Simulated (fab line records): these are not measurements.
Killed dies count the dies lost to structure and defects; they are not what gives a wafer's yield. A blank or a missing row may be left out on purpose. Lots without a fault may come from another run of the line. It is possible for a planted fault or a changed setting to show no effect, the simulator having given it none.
A single fault, viewed from 2 desks || flow sky130 || what lay behind the numbers comes last; until then each desk has only its own

AT THE TOOL OWNER'S DESK: rie_diel-01
The tool's own readings at SKY_FIELD_ISO_ETCH_14 (etches BARC in N2/H2, stops on SiO2, time 45.9 s, target depth 60 nm): means of the sampled wafers that have a number, for each lot that ran on this tool. The brackets show how far a lot's mean lies from the usual mean; more than 4 standard deviations puts the lot out of limits, marked OUT.
Columns: A = bias_w at SKY_FIELD_ISO_ETCH_14, usual 100.0 W; B = drypump_motor_current_A at SKY_FIELD_ISO_ETCH_14, usual 5.6 A; C = oes_product_au at SKY_FIELD_ISO_ETCH_14, usual 0.854 a.u.; D = throttle_valve_pct at SKY_FIELD_ISO_ETCH_14, usual 13.224 %
{"lot": "L703", "first seen here": "day 2 04:01", "A": 99.8, "B": 5.9, "C": 0.857, "D": 13.220}
{"lot": "L705", "first seen here": "day 2 14:08", "A": 100.0, "B": 5.9, "C": 0.853, "D": 13.221}
{"lot": "L707", "first seen here": "day 3 08:43", "A": 100.0, "B": 5.9, "C": 0.855, "D": 13.229}
{"lot": "L715", "first seen here": "day 4 19:23", "A": 100.1, "B": 5.8, "C": 0.851, "D": 13.224}
{"lot": "L721", "first seen here": "day 6 02:07", "A": "90.1 (-29) OUT", "B": 5.9, "C": 0.846, "D": 13.218}
Finding of this desk: L721 out of limits; the first was L721 at day 6 02:07, on bias_w at SKY_FIELD_ISO_ETCH_14. L703, L705, L707, L715: within limits.

AT THE METROLOGY DESK
What the gauges read, lot by lot, whatever tool the lot ran on: means of the sampled wafers that have a number. The brackets show how far a lot's mean lies from the usual mean; more than 4 standard deviations puts the lot out of limits, marked OUT.
Columns: A = FIELD_ISO_OXIDATION_01_THK at SKY_FIELD_ISO_THK_MEAS_23, usual 9.91 nm; B = GATE_OXIDE_TW at SKY_GATE_OXIDE_TW_MEAS_14, usual 225.1; C = LDD_N_OVL at SKY_LDD_N_OVL_MEAS_07, usual -1.1 nm
{"lot": "L704", "first seen here": "day 2 12:33", "A": 9.63, "B": 226.9, "C": -0.0}
{"lot": "L703", "first seen here": "day 2 12:34", "A": 9.87, "B": 226.5, "C": -0.6}
{"lot": "L705", "first seen here": "day 2 22:20", "A": 10.08, "B": 227.0, "C": -2.8}
{"lot": "L706", "first seen here": "day 3 05:07", "A": 9.83, "B": 227.1, "C": -1.5}
{"lot": "L708", "first seen here": "day 3 12:30", "A": 9.92, "B": 222.6, "C": -0.7}
{"lot": "L707", "first seen here": "day 3 12:31", "A": 10.02, "B": 226.6, "C": -2.1}
{"lot": "L709", "first seen here": "day 3 20:31", "A": 9.81, "B": 222.3, "C": -1.8}
{"lot": "L710", "first seen here": "day 3 21:04", "A": 9.96, "B": 224.4, "C": -0.6}
{"lot": "L711", "first seen here": "day 4 05:20", "A": 10.16, "B": 224.2, "C": 1.3}
{"lot": "L715", "first seen here": "day 4 21:40", "A": 10.00, "B": 227.0, "C": -0.6}
{"lot": "L716", "first seen here": "day 5 03:27", "A": 9.89, "B": 222.6, "C": -2.0}
{"lot": "L719", "first seen here": "day 5 19:47", "A": 9.66, "B": 225.0, "C": -3.0}
{"lot": "L721", "first seen here": "day 6 04:25", "A": 9.91, "B": 224.7, "C": -0.3}
This desk's verdict: no lot among the 13 shows anything out of limits.

ALL TOGETHER
The tool owner's desk had the chance to raise an alarm at day 6 02:07 on L721.
At the metrology desk, nothing out of limits was observed.
The metrology desk has L721 on record, within its limits.
All the named lots went through SKY_FIELD_ISO_ETCH_14 on rie_diel-01.

WHAT THE SIMULATOR HAD INSERTED
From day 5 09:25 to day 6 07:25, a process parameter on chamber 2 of rie_diel-01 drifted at SKY_FIELD_ISO_ETCH_14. A move of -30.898 in setting bias_w, from 100. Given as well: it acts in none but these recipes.
Shown lots that were struck: L721.
Hours from the fault's start to each desk's first reading out of limits: the tool owner's desk, 17.
